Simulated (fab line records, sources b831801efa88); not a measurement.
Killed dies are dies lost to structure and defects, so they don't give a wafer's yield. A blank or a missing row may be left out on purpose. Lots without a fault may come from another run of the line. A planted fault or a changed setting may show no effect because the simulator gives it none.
Chamber matching | flow sky130 | SKY_PASSIVATION_CVD_02 on pecvd-04: 3 sister chambers
The step deposits Si3N4, target thk 540 nm. 3 wafers are shown with their chamber, then 8 later ones without.

WAFERS WITH THEIR CHAMBER
wafer  | chamber | heater_power_w (W)
L081.3 | 1       | 600
L083.4 | 2       | 719
L086.2 | 0       | 678

WAFERS WITHOUT THEIR CHAMBER
wafer  | heater_power_w (W)
L086.4 | 588
L086.5 | 704
L092.3 | 681
L092.4 | 645
L092.5 | 658
L094.1 | 605
L094.3 | 696
L094.5 | 654

WHICH CHAMBER EACH WENT THROUGH
wafer  | from the rows above     | in truth
L086.4 | 1                       | 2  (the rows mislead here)
L086.5 | can't be placed: 2 or 0 | 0
L092.3 | can't be placed: 0 or 2 | 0
L092.4 | can't be placed: 0 or 1 | 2
L092.5 | 0                       | 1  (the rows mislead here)
L094.1 | 1                       | 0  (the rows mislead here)
L094.3 | can't be placed: 0 or 2 | 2
L094.5 | can't be placed: 0 or 1 | 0
Placed correctly: 0 of 8. Can't be placed from these rows: 5 (the true chamber is among the candidates in 4). Placed wrongly: 3.
How it was worked out, from the rows above alone: a wafer's distance from a chamber is the root of the sum, over the readings, of the square of ((its reading less the chamber's mean) divided by the reading's scatter). The wafer belongs to the nearest chamber; if the next one is less than 2 further off, it can't be placed. A chamber's mean is the mean of its shown wafers. The scatter: with one shown wafer a chamber, the root of the mean of the squares of how far each hidden wafer lies from its nearest shown one.
